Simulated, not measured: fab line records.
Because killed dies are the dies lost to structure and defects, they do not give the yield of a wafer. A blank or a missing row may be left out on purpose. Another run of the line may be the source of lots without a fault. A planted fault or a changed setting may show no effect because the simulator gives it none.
fab line records	flow gf180mcu
record: lots: 13	wafers: 39	lastDay: 34
route steps=602 shown DNWELL@39 V3@450 V4@480
lots that met no fault: taken from a fault-free run of the same line
startH: hours from the record's first day to the start of the lot's first wafer shown	waitH: hours elapsed since this lot's preceding step	" same as the row above	L1.1+2: one row covering several wafers at once	- no value, or no start given	* or withheld: withheld	< > ~ a bound
route shown NAME@n: NAME is a module with steps in the file, n the number in the route of the first one	usual: mean/standard deviation taken from wafers without a fault	same: alike in all rows	chamber/n: place in a boat	sites: per-site readings	_std_site: their standard deviation	_edge_site: outer sites' mean less inner sites'	radiusMm: for every site, how far away it sits from the centre of the wafer	mask NAME#n: copy n	behind: the tool/chamber that last shaped the wafer	hold: the reason the lot was held/the length of the hold in hours/how it ended	device: which transistor (n, p or np) failed to switch	end of line: tests run on the same wafers once the route is complete	where a step has no rows: the recipe by itself	killed: dies lost to structure and defects at the first sort, not the wafer's yield	map: a wafer's dies, marking killed ones x, the rest . and places with no die _
set.NAME: the setting the step ran with; set.NAME@STEP: the setting that earlier step ran with	model.NAME: the simulator's own value behind a step, which no gauge read
steps of the route over a sample of lots; a table a step, a row a wafer
services: a tool's chamber out of use, with start hour (startH, from the record's first day; less than 0 if before it), hours out, and reason
== steps ==
step: GF_DNWELL_IMPLANT_07
recipe: species: P	energyKev: 1500	doseCm2: 1e+13	tiltDeg: 0
usual: doseIonsCm2: 1e+13/1.1e+10	faradayCurrentUA: 56.3/1.1
lot.wafer	tool	chamber	startH	waitH	doseIonsCm2	faradayCurrentUA
L124.2	implanter-04	0	41.95	-	9.995e+12	55.9
L124.3	"	0	"	"	9.977e+12	56.6
L124.6	"	0	"	"	9.977e+12	55.7
L127.4	implanter-04	0	58.48	-	9.984e+12	56.1
L127.5	"	0	"	"	9.985e+12	54.2
L127.6	"	0	"	"	9.993e+12	56.3
L128.1	implanter-01	0	62.85	-	1.0007e+13	58.8
L128.2	"	0	"	"	9.996e+12	55.9
L128.5	"	0	"	"	9.987e+12	57.4
L129.1	implanter-01	0	68.27	-	9.997e+12	56.0
L129.3	"	0	"	"	1.0015e+13	55.8
L129.5	"	0	"	"	9.988e+12	56.5
L130.2	implanter-02	0	74.35	-	9.997e+12	57.3
L130.4	"	0	"	"	1.0008e+13	56.9
L130.5	"	0	"	"	9.987e+12	57.4
L134.2	implanter-02	0	96.23	-	1.001e+13	54.7
L134.4	"	0	"	"	9.985e+12	58.1
L134.6	"	0	"	"	9.998e+12	57.0
L135.1	implanter-02	0	100.50	-	1.4435e+13	80.3
L135.3	"	0	"	"	1.4423e+13	80.7
L135.6	"	0	"	"	1.4438e+13	81.1
L136.1	implanter-02	0	106.45	-	1.4435e+13	80.1
L136.4	"	0	"	"	1.4433e+13	81.9
L136.5	"	0	"	"	1.4422e+13	81.8
L142.1	implanter-01	0	142.92	-	9.989e+12	55.4
L142.3	"	0	"	"	1.0018e+13	54.6
L142.5	"	0	"	"	1.0006e+13	55.8
L143.1	implanter-01	0	144.65	-	9.989e+12	55.1
L143.3	"	0	"	"	9.985e+12	56.6
L143.5	"	0	"	"	9.989e+12	56.3
L144.2	implanter-04	0	148.05	-	9.976e+12	58.0
L144.4	"	0	"	"	9.995e+12	56.1
L144.5	"	0	"	"	1.0004e+13	57.4
L146.1	implanter-01	0	158.45	-	9.986e+12	54.3
L146.3	"	0	"	"	9.999e+12	54.9
L146.5	"	0	"	"	1e+13	55.1
L147.1	implanter-04	0	167.05	-	1.0001e+13	57.0
L147.3	"	0	"	"	1.0024e+13	57.0
L147.4	"	0	"	"	1.0023e+13	57.2
step: GF_DNWELL_TW_MEAS_09
usual: DNWELL_TW: 1359/9.8
lot.wafer	tool	chamber	startH	waitH	DNWELL_TW
L124.2	filmMetro-04	-	42.18	0.1	1370
L124.3	"	-	"	"	1359
L124.6	"	-	"	"	1356
L127.4	filmMetro-04	-	58.68	0.1	1356
L127.5	"	-	"	"	1357
L127.6	"	-	"	"	1353
L128.1	filmMetro-01	-	63.10	0.1	1342
L128.2	"	-	"	"	1342
L128.5	"	-	"	"	1341
L129.1	filmMetro-01	-	68.52	0.1	1348
L129.3	"	-	"	"	1347
L129.5	"	-	"	"	1336
L130.2	filmMetro-01	-	74.58	0.1	1349
L130.4	"	-	"	"	1353
L130.5	"	-	"	"	1351
L134.2	filmMetro-03	-	96.46	0.1	1367
L134.4	"	-	"	"	1357
L134.6	"	-	"	"	1366
L135.1	filmMetro-04	-	100.75	0.1	1552
L135.3	"	-	"	"	1542
L135.6	"	-	"	"	1542
L136.1	filmMetro-04	-	106.70	0.1	1545
L136.4	"	-	"	"	1540
L136.5	"	-	"	"	1535
L142.1	filmMetro-04	-	143.17	0.1	1366
L142.3	"	-	"	"	1353
L142.5	"	-	"	"	1359
L143.1	filmMetro-03	-	144.90	0.1	1354
L143.3	"	-	"	"	1351
L143.5	"	-	"	"	1347
L144.2	filmMetro-03	-	148.28	0.1	1360
L144.4	"	-	"	"	1375
L144.5	"	-	"	"	1368
L146.1	filmMetro-04	-	158.70	0.1	1361
L146.3	"	-	"	"	1367
L146.5	"	-	"	"	1366
L147.1	filmMetro-04	-	167.30	0.1	1373
L147.3	"	-	"	"	1372
L147.4	"	-	"	"	1366
step: GF_V3_SPUTTER_21
recipe: material: Ti	targetThkNm: 15	chamberPressurePa: 5	powerW: 2500	substrateTempC: 200	timeS: 80.02
usual: substrateTempC: 200.01/0.18	throttleValvePct: 30.0/0.84
lot.wafer	tool	chamber	startH	waitH	substrateTempC	throttleValvePct
L124.2	pvdSputter-01	-	512.94	0.0	199.86	30.9
L124.3	"	-	"	"	199.97	29.6
L124.6	"	-	"	"	199.79	31.0
L127.4	pvdSputter-04	-	540.06	0.0	200.11	29.5
L127.5	"	-	"	"	199.90	28.5
L127.6	"	-	"	"	200.05	29.4
L128.1	pvdSputter-01	-	547.67	0.0	199.87	29.8
L128.2	"	-	"	"	200.15	30.8
L128.5	"	-	"	"	200.13	30.7
L129.1	pvdSputter-01	-	565.47	0.0	199.78	30.9
L129.3	"	-	"	"	200.11	29.9
L129.5	"	-	"	"	199.97	30.8
L130.2	pvdSputter-04	-	572.17	0.0	199.82	29.3
L130.4	"	-	"	"	199.78	29.7
L130.5	"	-	"	"	199.65	29.7
L134.2	pvdSputter-03	-	599.45	0.0	200.05	30.4
L134.4	"	-	"	"	200.04	29.4
L134.6	"	-	"	"	200.27	30.6
L135.1	pvdSputter-04	-	604.15	0.0	199.51	29.7
L135.3	"	-	"	"	200.21	31.0
L135.6	"	-	"	"	199.95	29.6
L136.1	pvdSputter-04	-	609.50	0.0	200.03	28.4
L136.4	"	-	"	"	200.22	29.5
L136.5	"	-	"	"	199.70	29.2
L142.1	pvdSputter-03	-	662.76	0.0	200.28	30.3
L142.3	"	-	"	"	200.19	29.2
L142.5	"	-	"	"	200.12	29.3
L143.1	pvdSputter-03	-	670.08	0.0	199.97	31.3
L143.3	"	-	"	"	200.09	29.2
L143.5	"	-	"	"	199.90	31.0
L144.2	pvdSputter-04	-	675.68	0.0	200.05	30.9
L144.4	"	-	"	"	200.22	29.9
L144.5	"	-	"	"	200.24	31.1
L147.1	pvdSputter-03	-	691.88	0.0	199.90	28.9
L147.3	"	-	"	"	200.09	30.7
L147.4	"	-	"	"	200.02	29.3
L146.1	pvdSputter-01	-	694.52	0.0	199.88	30.3
L146.3	"	-	"	"	200.19	31.1
L146.5	"	-	"	"	200.09	31.0
step: GF_V3_RS_MEAS_24
recipe: thkMeasGauge: four-point-probe	reads: W_of_V3_CVD_23+TiN_of_V3_SPUTTER_22+Ti_of_V3_SPUTTER_21
usual: V3_W_RS: 0.326/0.0049
lot.wafer	tool	chamber	startH	waitH	V3_W_RS[ohm/sq]
L124.2	filmMetro-03	-	513.17	0.1	0.332
L124.3	"	-	"	"	0.333
L124.6	"	-	"	"	0.333
L127.4	filmMetro-01	-	540.33	0.1	0.326
L127.5	"	-	"	"	0.334
L127.6	"	-	"	"	0.327
L128.1	filmMetro-03	-	547.88	0.1	0.324
L128.2	"	-	"	"	0.325
L128.5	"	-	"	"	0.325
L129.1	filmMetro-02	-	565.68	0.1	0.319
L129.3	"	-	"	"	0.330
L129.5	"	-	"	"	0.321
L130.2	filmMetro-03	-	572.40	0.1	0.329
L130.4	"	-	"	"	0.332
L130.5	"	-	"	"	0.329
L134.2	filmMetro-01	-	599.68	0.1	0.330
L134.4	"	-	"	"	0.321
L134.6	"	-	"	"	0.328
L135.1	filmMetro-02	-	604.37	0.1	0.323
L135.3	"	-	"	"	0.318
L135.6	"	-	"	"	0.328
L136.1	filmMetro-02	-	609.72	0.1	0.327
L136.4	"	-	"	"	0.328
L136.5	"	-	"	"	0.323
L142.1	filmMetro-03	-	662.97	0.1	0.329
L142.3	"	-	"	"	0.326
L142.5	"	-	"	"	0.331
L143.1	filmMetro-03	-	670.30	0.1	0.324
L143.3	"	-	"	"	0.325
L143.5	"	-	"	"	0.322
L144.2	filmMetro-02	-	675.91	0.1	0.320
L144.4	"	-	"	"	0.318
L144.5	"	-	"	"	0.326
L147.1	filmMetro-02	-	692.10	0.1	0.322
L147.3	"	-	"	"	0.318
L147.4	"	-	"	"	0.324
L146.1	filmMetro-02	-	694.74	0.1	0.329
L146.3	"	-	"	"	0.327
L146.5	"	-	"	"	0.330
step: GF_V4_CMP_04
recipe: material: SiO2	downForcePsi: 4	platenRpm: 60	padVelocityMS: 0.94248
usual: edgeZonePressureFrac: 1.001/0.005	motorCurrentA: 12.4/1.2	timeToEndpointS: 79/6.4
lot.wafer	tool	chamber	startH	waitH	edgeZonePressureFrac	motorCurrentA	timeToEndpointS
L124.3	cmp-01	0	537.97	0.1	1.004	14.1	70
L124.2	"	2	"	"	0.995	13.2	71
L124.6	"	0	"	"	0.996	15.0	75
L127.4	cmp-02	0	564.47	0.0	1.003	12.3	84
L127.5	"	0	"	"	0.993	12.6	80
L127.6	"	1	"	"	0.997	11.6	82
L128.2	cmp-01	0	571.86	0.0	1.000	14.7	78
L128.1	"	2	"	"	1.007	12.8	86
L128.5	"	0	"	"	1.003	14.4	74
L129.1	cmp-01	1	589.53	0.1	1.001	11.0	75
L129.3	"	2	"	"	1.007	13.5	77
L129.5	"	0	"	"	0.995	14.6	70
L130.2	cmp-01	0	595.15	0.0	0.996	15.0	68
L130.4	"	1	"	"	1.002	11.6	86
L130.5	"	1	"	"	1.004	10.8	78
L134.2	cmp-01	1	621.97	0.1	1.005	11.7	81
L134.4	"	2	"	"	0.998	13.3	79
L134.6	"	1	"	"	1.007	11.2	80
L135.1	cmp-02	3	626.84	0.1	0.998	12.6	82
L135.3	"	2	"	"	1.003	12.3	84
L135.6	"	0	"	"	0.998	12.6	87
L136.1	cmp-01	0	631.99	0.3	0.995	14.4	66
L136.4	"	1	"	"	0.995	12.0	80
L136.5	"	3	"	"	1.000	11.0	79
L142.3	cmp-01	3	684.11	0.0	1.004	11.2	80
L142.1	"	1	"	"	0.998	11.5	72
L142.5	"	3	"	"	1.003	11.4	80
L143.1	cmp-02	3	690.26	0.1	1.002	12.5	77
L143.3	"	1	"	"	0.999	11.6	71
L143.5	"	0	"	"	0.996	12.3	81
L144.4	cmp-01	3	696.80	0.1	1.003	11.1	90
L144.2	"	0	"	"	1.001	14.4	71
L144.5	"	3	"	"	0.999	12.1	89
L147.1	cmp-01	1	712.03	0.2	1.003	11.8	85
L147.4	"	3	"	"	1.000	10.9	76
L147.3	"	0	"	"	1.006	15.1	76
L146.3	cmp-02	2	714.46	0.1	1.006	11.8	71
L146.1	"	3	"	"	0.997	12.2	80
L146.5	"	1	"	"	1.004	11.8	77
== services ==
tool	chamber	startH	hours	kind
cmp-01	-	27.93	8.2	pm
cmp-01	-	41.87	12.1	repair
cmp-01	-	57.09	2.6	repair
cmp-01	-	64.09	4.0	pm
pvdSputter-04	-	69.13	2.9	repair
pvdSputter-04	-	84.69	9.0	repair
pvdSputter-04	-	92.49	2.5	repair
cmp-01	-	98.66	4.4	repair
cmp-01	-	114.07	0.4	repair
pvdSputter-04	-	126.21	1.0	repair
cmp-01	-	145.67	0.9	repair
implanter-01	-	166.10	5.1	pm
cmp-01	-	174.10	18.6	repair
pvdSputter-04	-	179.14	3.7	repair
cmp-01	-	329.07	1.6	repair
cmp-01	-	380.27	3.6	pm
cmp-01	-	384.10	0.3	repair
cmp-01	-	389.12	0.8	repair
cmp-01	-	404.09	4.0	pm
cmp-01	-	465.69	1.8	repair
cmp-01	-	533.07	3.1	repair
cmp-01	-	542.79	6.9	pm
cmp-01	-	554.68	2.5	repair
cmp-01	-	584.73	0.4	repair
== key ==
firstSign: step: GF_DNWELL_IMPLANT_07	reading: doseIonsCm2	direction: up	sigmas: 99+	usual: 1e+13	struck: 1.4431e+13
effect: step: GF_DNWELL_IMPLANT_07	reading: faradayCurrentUA	direction: up	sigmas: 23	usual: 56.3	struck: 81.0
effect: step: GF_DNWELL_TW_MEAS_09	reading: DNWELL_TW	direction: up	sigmas: 19	usual: 1359	struck: 1543
metAt GF_DNWELL_IMPLANT_07
struckLots L135,L136
testerLeftOut L135,L136
notActingAt GF_V3_SPUTTER_21,GF_V3_RS_MEAS_24,GF_V4_CMP_04
onsetBetween 96.23 100.50
fault: kind: processParameterDrift	tool: implanter-02	chamber: -	onsetH: 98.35	steps: GF_DNWELL_IMPLANT_07	channel: doseCm2	offset: 4.4271e+12	shape: step	endH: 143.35	actsIn: theseRecipesOnly	stated: 1e+13
testerLeftOut: of these lots the tester's yield and bins aren't shown, on N5 and GAA mostly nor the transistor test; their killed dies are dies lost to structure and defects alone, not to doping, threshold or leakage, so they don't give the yield
